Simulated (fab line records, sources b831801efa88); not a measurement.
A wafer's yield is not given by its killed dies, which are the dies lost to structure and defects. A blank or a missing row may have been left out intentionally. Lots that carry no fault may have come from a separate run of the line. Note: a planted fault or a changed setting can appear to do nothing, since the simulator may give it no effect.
Chamber matching    flow sky130    SKY_VIA2_ETCH_15 on rie-diel-04: 4 sister chambers
The step etches SiO2 in C4F8/O2/Ar, stops on TiN, target depth 546 nm, time 84 s. 4 wafers are shown with their chamber, then 6 later ones without.

WAFERS, EACH WITH ITS CHAMBER
wafer   chamber  oes-product-au (a.u.)
L200.2  0        0.944
L212.3  1        0.942
L212.4  3        0.942
L212.5  2        0.936

WAFERS WITHOUT THEIR CHAMBER
wafer   oes-product-au (a.u.)
L215.1  0.944
L215.3  0.942
L215.5  0.940
L216.2  0.947
L216.3  0.931
L216.4  0.943

WHICH CHAMBER EACH ONE RAN IN
wafer    from the rows above                 in truth
L215.1   can't be placed: 0 or 1 or 3        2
L215.3   can't be placed: 1 or 3 or 0        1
L215.5   can't be placed: 1 or 3 or 2 or 0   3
L216.2   can't be placed: 0 or 1 or 3        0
L216.3   2                                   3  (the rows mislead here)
L216.4   can't be placed: 0 or 1 or 3        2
Correct placement for 0 of the 6. Can't be placed from these rows: 5 (the true chamber is among the candidates in 3). 1 placed wrongly.
How it was worked out, from the rows above alone: a wafer's distance from a chamber is the root of the sum, over the readings, of the square of ((its reading less the chamber's mean) divided by the reading's scatter). The wafer belongs to the nearest chamber; if the next one is less than 2 further off, it can't be placed. The mean given for a chamber averages the wafers shown for that chamber. The scatter (one wafer shown for each chamber): square how far every hidden wafer sits from the nearest shown wafer, average those squares and take the square root.
